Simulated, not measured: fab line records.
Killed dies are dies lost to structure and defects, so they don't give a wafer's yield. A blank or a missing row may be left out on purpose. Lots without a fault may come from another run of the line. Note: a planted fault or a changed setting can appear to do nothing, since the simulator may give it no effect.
Lot-split experiment | flow sfq line | 5 lots, 23 wafers read, on a route of 325 steps

ON THE SPLIT
At SFQ_TRILAYER_JJ_CE_LITHO_PEB_117 (peb time 60 s), the setting peb temp c was moved away from the recipe's 115 C on 5 of the 23 wafers read, by -3.1% to +1.0%. The other wafers ran this setting at the recipe's value.

THE PATH FROM SPLIT TO READING: the file shows 1 step between them
- SFQ_TRILAYER_JJ_CE_LITHO_DEVELOP_116: time 60 s

THE READING
cd nm, in nm, at SFQ_TRILAYER_JJ_CE_METRO_MEASURE_117. Typical for fault-free wafers on this fab line: 700.0 nm, with standard deviation 0.83 nm.

wafer  | tool, chamber at the split | peb temp c as run, C | against the recipe | cd nm, nm | against lot-mates on the recipe
L076.1 | litho track-02, 0          | 115                  | recipe             | 699.7     | -
L076.2 | litho track-02, 0          | 115                  | recipe             | 700.4     | -
L076.3 | litho track-02, 0          | 115                  | recipe             | 701.0     | -
L076.5 | litho track-02, 0          | 115                  | recipe             | 701.0     | -
L076.6 | litho track-02, 0          | 115                  | recipe             | 701.1     | -
L081.2 | litho track-02, 0          | 115                  | recipe             | 701.0     | -
L081.3 | litho track-02, 0          | 115                  | recipe             | 701.2     | -
L081.6 | litho track-02, 0          | 115                  | recipe             | 701.4     | -
L082.1 | litho track-03, 0          | 115                  | recipe             | 700.6     | -
L082.2 | litho track-03, 0          | 116.2                | +1.0%              | 680.3     | -20.5
L082.3 | litho track-03, 0          | 115                  | recipe             | 701.7     | -
L082.5 | litho track-03, 0          | 115                  | recipe             | 700.0     | -
L082.6 | litho track-03, 0          | 116.2                | +1.0%              | 678.7     | -22.1
L083.1 | litho track-02, 0          | 111.4                | -3.1%              | 776.0     | +75.5
L083.2 | litho track-02, 0          | 115                  | recipe             | 699.7     | -
L083.3 | litho track-02, 0          | 115                  | recipe             | 701.2     | -
L083.5 | litho track-02, 0          | 111.4                | -3.1%              | 776.2     | +75.8
L083.6 | litho track-02, 0          | 111.4                | -3.1%              | 775.5     | +75.0
L084.1 | litho track-04, 0          | 115                  | recipe             | 699.6     | -
L084.2 | litho track-04, 0          | 115                  | recipe             | 699.5     | -
L084.3 | litho track-04, 0          | 115                  | recipe             | 700.0     | -
L084.4 | litho track-04, 0          | 115                  | recipe             | 698.9     | -
L084.6 | litho track-04, 0          | 115                  | recipe             | 699.0     | -

FIT RESULTS
A straight line over all 23 wafers: cd nm changes by -23.7 nm for each +1% of peb temp c; r = -1.00; the points scatter about the line by 1.4 nm.
The same after taking each lot's own level away (the mean of its wafers on the recipe; 23 wafers): -23.7 nm for each +1%; r = -1.00; scatter 1.2 nm.
That fit puts the effect of the largest move of peb temp c on the reading at 74 nm.
Across the lots, their own levels run from 699.40 to 701.20 nm, a range of 2.2 times the standard deviation given above.
Consequently the slope shifts little with the lot-to-lot level, the two slopes agreeing.
Check: for one of the wafers moved furthest among these (-3.1%), held out of the fit, the line's prediction against its lot-mates is +74.4 nm. Against them it came out at +75.5 nm.

OTHER SPLITS APPLIED TO THESE WAFERS
These wafers also went through other splits before the reading. Each is held against what the fit with the lots' levels taken away leaves over:
other split on the same wafers                    | wafers away from the commonest value | r with cd nm (lot level and that fit taken away)
SFQ_TRILAYER_I4_VIA_BARC_OPEN_VIA_ETCH_146 time s | 7                                    | +0.07
SFQ_TRILAYER_JJ_TRILAYER_DEP_SPUTTER_110 time s   | 10                                   | +0.00
SFQ_TRILAYER_JJ_CE_LITHO_COAT_119 spin rpm        | 10                                   | -0.11

THE WHOLE CHAIN: every reading that the file lists as answering this split, in the file's order
step                                 | what it does                                              | reading                                                   | change (the file's fit)              | r (the file's)
SFQ_TRILAYER_JJ_CE_METRO_MEASURE_117 |                                                           | cd nm                                                     | -23.7 nm for each +1% of the setting | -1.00
SFQ_TRILAYER_JJ_CE_BARC_OPEN_RIE_150 | chemistry O2, target BARC, target depth 240 nm, time 80 s | JJ.cd nm (the simulator's own value, which no gauge read) | -23.8 nm for each +1% of the setting | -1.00

THE FILE'S OWN FIT
cd nm changes by -23.7 nm for each +1% of peb temp c, r = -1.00.
